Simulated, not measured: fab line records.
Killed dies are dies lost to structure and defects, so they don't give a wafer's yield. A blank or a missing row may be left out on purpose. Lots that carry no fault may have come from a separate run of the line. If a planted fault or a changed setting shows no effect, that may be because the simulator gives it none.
Split-lot trial	flow sfq-line	on a route of 325 steps: 5 lots, 23 wafers read

THE SPLIT
At SFQ_TRILAYER_I6_VIA_LITHO_COAT_174 (resist thk 62 nm), the setting spin-rpm was moved away from the recipe's 3000 rpm on 7 of the 23 wafers read, by +2.8% to +5.9%. The other wafers ran this setting at the recipe's value.

The split's own step is where the reading is taken.

THE READING
BARC_of_TRILAYER_I6_VIA_LITHO_COAT_174.thk-nm (the simulator's own value, which no gauge read), in nm, at SFQ_TRILAYER_I6_VIA_LITHO_COAT_174 (resist thk 62 nm). No usual value for it is given in the file. Average 61.90 nm, standard deviation 0.15 nm, over the 16 wafers here run with the recipe.

wafer	tool, chamber at the split	spin-rpm as run, rpm	against the recipe	BARC_of_TRILAYER_I6_VIA_LITHO_COAT_174.thk-nm, nm	against lot-mates on the recipe
L074.4	litho-track-02, 0	3000	recipe	62.06	-
L074.5	litho-track-02, 0	3000	recipe	61.91	-
L074.6	litho-track-02, 0	3000	recipe	61.89	-
L077.1	litho-track-04, 0	3000	recipe	61.73	-
L077.3	litho-track-04, 0	3084	+2.8%	60.88	-0.97
L077.4	litho-track-04, 0	3000	recipe	61.81	-
L077.5	litho-track-04, 0	3000	recipe	62.01	-
L077.6	litho-track-04, 0	3084	+2.8%	60.68	-1.17
L081.1	litho-track-01, 0	3176	+5.9%	60.17	-1.78
L081.2	litho-track-01, 0	3000	recipe	61.89	-
L081.3	litho-track-01, 0	3176	+5.9%	60.4	-1.55
L081.4	litho-track-01, 0	3000	recipe	61.9	-
L081.6	litho-track-01, 0	3000	recipe	62.05	-
L084.1	litho-track-02, 0	3170	+5.7%	60.04	-1.55
L084.2	litho-track-02, 0	3000	recipe	61.68	-
L084.3	litho-track-02, 0	3000	recipe	61.5	-
L084.5	litho-track-02, 0	3170	+5.7%	59.96	-1.63
L084.6	litho-track-02, 0	3170	+5.7%	59.97	-1.62
L085.1	litho-track-02, 0	3000	recipe	62	-
L085.2	litho-track-02, 0	3000	recipe	61.94	-
L085.3	litho-track-02, 0	3000	recipe	62.04	-
L085.5	litho-track-02, 0	3000	recipe	62.04	-
L085.6	litho-track-02, 0	3000	recipe	62.01	-

FIT RESULTS
A straight line over all 23 wafers: BARC_of_TRILAYER_I6_VIA_LITHO_COAT_174.thk-nm changes by -0.317 nm for each +1% of spin-rpm; r = -0.97; the points scatter about the line by 0.18 nm.
The same after taking each lot's own level away (the mean of its wafers on the recipe; 23 wafers): -0.288 nm for each +1%; r = -0.99; scatter 0.12 nm.
The reading moves by 1.7 nm for the largest change in spin-rpm, on that fit.
Across the lots, their own levels run from 61.590 to 62.006 nm, a range of 2.7 times the standard deviation given above.
Consequently the slope shifts little with the lot-to-lot level, the two slopes agreeing.
Check: for one of the wafers moved furthest among these (+5.9%), held out of the fit, the line's prediction against its lot-mates is -1.69 nm. Against them it came out at -1.78 nm.

ADDITIONAL SPLITS CARRIED BY THESE WAFERS
These wafers also went through other splits before the reading. Each is held against what the fit with the lots' levels taken away leaves over:
other split on the same wafers	wafers away from the commonest value	r with BARC_of_TRILAYER_I6_VIA_LITHO_COAT_174.thk-nm (lot level and that fit taken away)
SFQ_TRILAYER_M2_LITHO_PEB_060 peb-time-s	11	+0.45
SFQ_TRILAYER_M3_DEP_SPUTTER_073 power-w	6	-0.36
SFQ_TRILAYER_M3_ETCH_METAL_ETCH_078 time-s	8	-0.05
SFQ_TRILAYER_I3_VIA_LITHO_PEB_088 peb-temp-c	7	-0.51
SFQ_TRILAYER_I3_VIA_BARC_OPEN_VIA_ETCH_121 time-s	7	+0.12
SFQ_TRILAYER_M4_LITHO_EXPOSE_094 dose-mj	10	+0.45
SFQ_TRILAYER_I4_VIA_LITHO_COAT_103 spin-rpm	6	-0.09
SFQ_TRILAYER_R5_LITHO_COAT_136 spin-rpm	6	-0.22
SFQ_TRILAYER_C5_LITHO_PEB_154 peb-temp-c	11	-0.08
SFQ_TRILAYER_C5_ETCH_VIA_ETCH_154 source-w	7	+0.01
SFQ_TRILAYER_M6_DEP_PRE_CLEAN_158 bias-v	11	-0.28

FILE'S OWN FIT
BARC_of_TRILAYER_I6_VIA_LITHO_COAT_174.thk-nm changes by -0.293 nm for each +1% of spin-rpm, r = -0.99.
